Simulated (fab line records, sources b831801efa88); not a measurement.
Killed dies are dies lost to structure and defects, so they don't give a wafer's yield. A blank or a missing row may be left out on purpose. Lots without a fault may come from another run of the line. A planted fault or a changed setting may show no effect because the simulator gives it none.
Problem report in the 8D (eight disciplines) form, filled by code | flow gf180mcu | the parts of the form that need people (team, actions taken, sign-off) are left out

1. THE PROBLEM
strip_time_to_endpoint_s at GF_VT_IMPLANT_STRIP_42 reads a mean of 11.98 s on 6 wafers of 2 lots; wafers without a fault read 12.62 s with a standard deviation of 0.032. That is -20 standard deviations from the usual mean.
The step: strips in O2/N2.
First seen on wafer L514.1, day 10 21:25, on plasma_asher-03. The record holds 39 wafers of 13 lots with a number at this step. Rule for "out", or "out of limits": more than 4 standard deviations from the usual mean. The other wafers with a number count as sound.

2. WHAT IT IS AND WHAT IT IS NOT
question                    | is                               | is not
which readings at this step | strip_time_to_endpoint_s         | drypump_motor_current_A, heater_power_w, oes_product_au, platen_temp_c
which lots                  | L514, L517                       | L502, L503, L504, L505, L506, L507, L508, L509, L516, L521, L524
which wafers of those lots  | all that have a number           | -
read on which tools         | plasma_asher-01, plasma_asher-03 | plasma_asher-04
when                        | from day 10 21:25                | up to then (24 sound wafers); but 9 sound wafers of L516, L521, L524 came after

3. SUSPECTS, AND WHAT RULES EACH OUT
Counting: a tool at a process step up to the reading stays a suspect if it ran every lot that is out and no sound lot after the first of them.
- litho_track-01 at GF_VT_IMPLANT_COAT_35 (resist thk 1000 nm): kept. It ran every lot that is out, first L514 (day 10 11:43), and no sound lot after that; its last sound lot up to then is L507 (day 8 15:10).
Left after counting: litho_track-01 at GF_VT_IMPLANT_COAT_35.

4. THE CAUSE (what the simulator had put in)
Process parameter drift: litho_track-01, from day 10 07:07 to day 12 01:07, at GF_VT_IMPLANT_COAT_35. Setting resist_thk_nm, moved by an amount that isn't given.
Counting left only this tool.

5. THE CHAIN OF EFFECTS, in route order
Each row: a reading whose mean over the struck wafers that have a number lies more than 3 standard deviations from the usual. Only readings for which the record gives a usual standard deviation are gone through. hours: the time from each lot's start at the first step in this table that gives one to its start at this step, as a median over the lots. sigmas: the change in usual standard deviations.
hours | step                   | reading                  | usual   | on struck wafers | change | sigmas
0     | GF_VT_IMPLANT_STRIP_42 | strip_time_to_endpoint_s | 12.62 s | 11.98            | -0.64  | -20
The process steps in it:
- GF_VT_IMPLANT_STRIP_42: strips in O2/N2.

6. WHAT WOULD HAVE CAUGHT IT SOONER
In this record the first reading out of limits was taken at day 10 21:25, 14 hours after the fault began at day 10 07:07.
Of the lots that are out (2), L517 began GF_VT_IMPLANT_COAT_35 on litho_track-01 after day 10 21:25. A hold on the tool at that time would have spared it.
